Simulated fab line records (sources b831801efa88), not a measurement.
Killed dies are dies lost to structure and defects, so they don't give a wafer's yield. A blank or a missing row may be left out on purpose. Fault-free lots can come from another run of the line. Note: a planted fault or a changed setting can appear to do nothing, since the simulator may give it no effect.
Comparing a struck lot with a sound one -- flow gf180mcu -- 21 out of 602 route steps
Sound: wafers L366.2, L366.3, L366.4. Struck: wafer L360.6 (L360.2, L360.3, from the same lot, were not struck and are left out); the cause is given at the end.
For every step that has rows: the tool of each side, followed by ch and its chambers, followed by its first start. Under that, the readings that differ: sound wafers -- struck wafers -- difference of the means -- sigmas: that difference in standard deviations of wafers without a fault.
alike: words and numbers the same on both sides, and readings whose means are apart by under 2 such deviations; not compared: readings that were withheld, readings missing a value for some wafer, numbers with overlapping values and no deviation given by the record, and bounds like >300 which may hide the same value.
Wherever a step has rows on one side only, a row that says differs or no value, or a row with sigmas, the two part there. Numbers that don't overlap but have no deviation are shown without sigmas and don't part them. A reading missing from all wafers of one side parts the sides only when that side holds two or more wafers.

GF_V1_RS_MEAS_24: measures by four-point-probe.
  sound on film_metro-04, day 24 09:44; struck on film_metro-01, day 22 10:17
  alike: V1_W_RS
GF_V1_THK_MEAS_25: measures by xrf.
  sound on film_metro-04, day 24 09:50; struck on film_metro-01, day 22 10:23
  alike: V1_W_THK
GF_V1_CMP_26: polishes, stops on SiO2, t overpolish 15 s, target thk 0 nm.
  sound on cmp-01 ch 1,2,3, day 24 09:53; struck on cmp-02 ch 0, day 22 10:26
  alike: motor_current_A, overpolish_run_s, time_to_endpoint_s
GF_M2_SPUTTER_00: material Ti, target thk 37.5 nm, time 150 s.
  sound on pvd_sputter-01, day 24 10:11; struck on pvd_sputter-04, day 22 10:44
  alike: cathode_dc_power_W, throttle_valve_pct
GF_M2_SPUTTER_01: material TiN, target thk 30 nm, time 25 s.
  sound on pvd_sputter-01, day 24 10:17; struck on pvd_sputter-04, day 22 10:50
  alike: cathode_dc_power_W, throttle_valve_pct
GF_M2_SPUTTER_02: material AlCu, target thk 450 nm, time 23.9 s.
  sound on pvd_sputter-01, day 24 10:19; struck on pvd_sputter-04, day 22 10:52
  alike: cathode_dc_power_W, throttle_valve_pct
GF_M2_SPUTTER_03: material Ti, target thk 10 nm, time 6.7 s.
  sound on pvd_sputter-01, day 24 10:21; struck on pvd_sputter-04, day 22 10:54
  alike: cathode_dc_power_W, throttle_valve_pct
then, 1 step without rows for these wafers: GF_M2_SPUTTER_04 (material TiN, target thk 50 nm, time 41.7 s).
GF_M2_RS_MEAS_05: measures by four-point-probe.
  sound on film_metro-01, day 24 10:26; struck on film_metro-01, day 22 10:59
  alike: M2_ALCU_RS
GF_M2_THK_MEAS_06: measures by xrf.
  sound on film_metro-01, day 24 10:32; struck on film_metro-01, day 22 11:05
  alike: M2_ALCU_THK
then, 2 steps without rows for these wafers: GF_M2_DEHYDRATE_07 (time 60 s); GF_M2_HMDS_08 (prime time 60 s).
GF_M2_COAT_09: resist thk 1000 nm.
  sound on litho_track-01 ch 0, day 24 20:48; struck on litho_track-03 ch 0, day 22 22:07
reading,sound,struck,difference,sigmas
model.KrF_of_M2_COAT_09.thk_nm (nm),999.5 1001 997.4,1020,+21,
  alike: dispense_pressure_kPa
then, 4 steps without rows for these wafers: GF_M2_SOFTBAKE_10 (time 60 s); GF_M2_EXPOSE_11 (exposes mask Metal2, target cd 280 nm); GF_M2_PEB_12 (peb time 90 s); GF_M2_DEVELOP_13 (develop time 60 s).
GF_M2_CD_MEAS_14: the cd target is 280 nm.
  sound on cd_sem-01, day 25 07:26; struck on cd_sem-02, day 23 09:34
  alike: cd_nm
GF_M2_OVL_MEAS_15:
  sound on overlay-02, day 25 07:32; struck on overlay-01, day 23 09:40
  alike: M2_OVL
GF_M2_METAL_ETCH_16: etches the open film in Cl2/BCl3, stops on SiO2, target depth 750.8 nm, time 125.1 s.
  sound on rie_metal-04 ch 0,1, day 25 07:34; struck on rie_metal-01 ch 1, day 23 09:42
reading,sound,struck,difference,sigmas
model.KrF_of_M2_COAT_09.thk_nm (nm),675.6 681.9 673.8,697.6,+20.5,
  alike: drypump_motor_current_A, he_backside_leak_sccm, oes_product_au, throttle_valve_pct
  not compared: rf_hours_counter_h
then, 1 step without rows for these wafers: GF_M2_STRIP_17 (strips in O2/N2).

== WHERE THEY PART ==
Nowhere in this record.

WHY: what the simulator had put in
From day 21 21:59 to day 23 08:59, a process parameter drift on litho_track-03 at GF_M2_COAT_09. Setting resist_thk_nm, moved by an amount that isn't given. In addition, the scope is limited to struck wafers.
